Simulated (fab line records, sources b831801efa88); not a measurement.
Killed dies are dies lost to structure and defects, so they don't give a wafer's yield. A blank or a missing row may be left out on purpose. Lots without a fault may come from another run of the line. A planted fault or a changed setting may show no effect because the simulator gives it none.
Split-lot experiment | flow sky130 | 5 lots, 16 wafers read, on a route of 708 steps

THE SPLIT
At SKY_METAL2_COAT_10 (resist thk 450 nm), the setting spin_rpm was moved away from the recipe's 3000 rpm on 3 of the 16 wafers read, by -2.4% to +2.7%. The other wafers ran this setting at the recipe's value.

The file shows no step between the split and the reading.

THE READING
KrF-thick_of_METAL2_COAT_10.thk_nm (the simulator's own value, which no gauge read), in nm, at SKY_METAL2_ETCH_18 (etches BARC in N2/H2, stops on SiO2, time 45.9 s, target depth 60 nm). The file gives no usual value for it. The 13 wafers here that ran the recipe average 393.4 nm, standard deviation 1.1 nm.

wafer  | tool, chamber at the split | spin_rpm as run, rpm | against the recipe | KrF-thick_of_METAL2_COAT_10.thk_nm, nm | against lot-mates on the recipe
L077.2 | litho_track-03, 0          | 3000                 | recipe             | 392.8                                  | -
L077.3 | litho_track-03, 0          | 3000                 | recipe             | 393                                    | -
L077.4 | litho_track-03, 0          | 3000                 | recipe             | 393.4                                  | -
L078.1 | litho_track-04, 0          | 3000                 | recipe             | 393                                    | -
L078.2 | litho_track-04, 0          | 3000                 | recipe             | 394.5                                  | -
L078.3 | litho_track-04, 0          | 3000                 | recipe             | 393.3                                  | -
L078.4 | litho_track-04, 0          | 3000                 | recipe             | 393.7                                  | -
L078.5 | litho_track-04, 0          | 3000                 | recipe             | 394.2                                  | -
L080.1 | litho_track-04, 0          | 2928                 | -2.4%              | 399.8                                  | +9.2
L080.2 | litho_track-04, 0          | 3000                 | recipe             | 390.6                                  | -
L080.5 | litho_track-04, 0          | 2928                 | -2.4%              | 400.5                                  | +9.9
L081.5 | litho_track-03, 0          | 3081                 | +2.7%              | 387.3                                  | -6.9
L081.6 | litho_track-03, 0          | 3000                 | recipe             | 394.2                                  | -
L082.1 | litho_track-01, 0          | 3000                 | recipe             | 393.6                                  | -
L082.4 | litho_track-01, 0          | 3000                 | recipe             | 393                                    | -
L082.5 | litho_track-01, 0          | 3000                 | recipe             | 395.5                                  | -

THE FIT
A straight line over all 16 wafers: KrF-thick_of_METAL2_COAT_10.thk_nm changes by -2.58 nm for each +1% of spin_rpm; r = -0.94; the points scatter about the line by 1.1 nm.
The same after taking each lot's own level away (the mean of its wafers on the recipe; 16 wafers): -3.39 nm for each +1%; r = -0.97; scatter 0.96 nm.
On that fit, the largest move of spin_rpm shifts the reading by 9.2 nm.
The lots' own levels span 390.60 to 394.20 nm, that is 3.3 times the standard deviation above.
So the lot-to-lot level changes the slope: the two fits differ.
Check: with one of the wafers moved furthest among these (+2.7%) left out of the fit, the line predicts -10.7 nm for it against its lot-mates. It came out at -6.9 nm against them.

OTHER SPLITS ON THESE WAFERS
These wafers also went through other splits before the reading. Each is held against what the fit with the lots' levels taken away leaves over:
other split on the same wafers | wafers away from the commonest value | r with KrF-thick_of_METAL2_COAT_10.thk_nm (lot level and that fit taken away)
SKY_VIA1_ETCH_14 time_s        | 6                                    | -0.17
SKY_VIA1_SPUTTER_20 time_s     | 6                                    | -0.02
SKY_METAL2_SPUTTER_04 power_w  | 3                                    | -0.08

THE WHOLE CHAIN: every reading that the file lists as answering this split, in the file's order
step               | what it does                                                         | reading                                                                             | change (the file's fit)              | r (the file's)
SKY_METAL2_COAT_10 | resist thk 450 nm                                                    | KrF-thick_of_METAL2_COAT_10.thk_nm (the simulator's own value, which no gauge read) | -2.61 nm for each +1% of the setting | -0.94
SKY_METAL2_ETCH_18 | etches BARC in N2/H2, stops on SiO2, time 45.9 s, target depth 60 nm | KrF-thick_of_METAL2_COAT_10.thk_nm (the simulator's own value, which no gauge read) | -3.27 nm for each +1% of the setting | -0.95

THE FILE'S OWN FIT
KrF-thick_of_METAL2_COAT_10.thk_nm changes by -3.27 nm for each +1% of spin_rpm, r = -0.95.
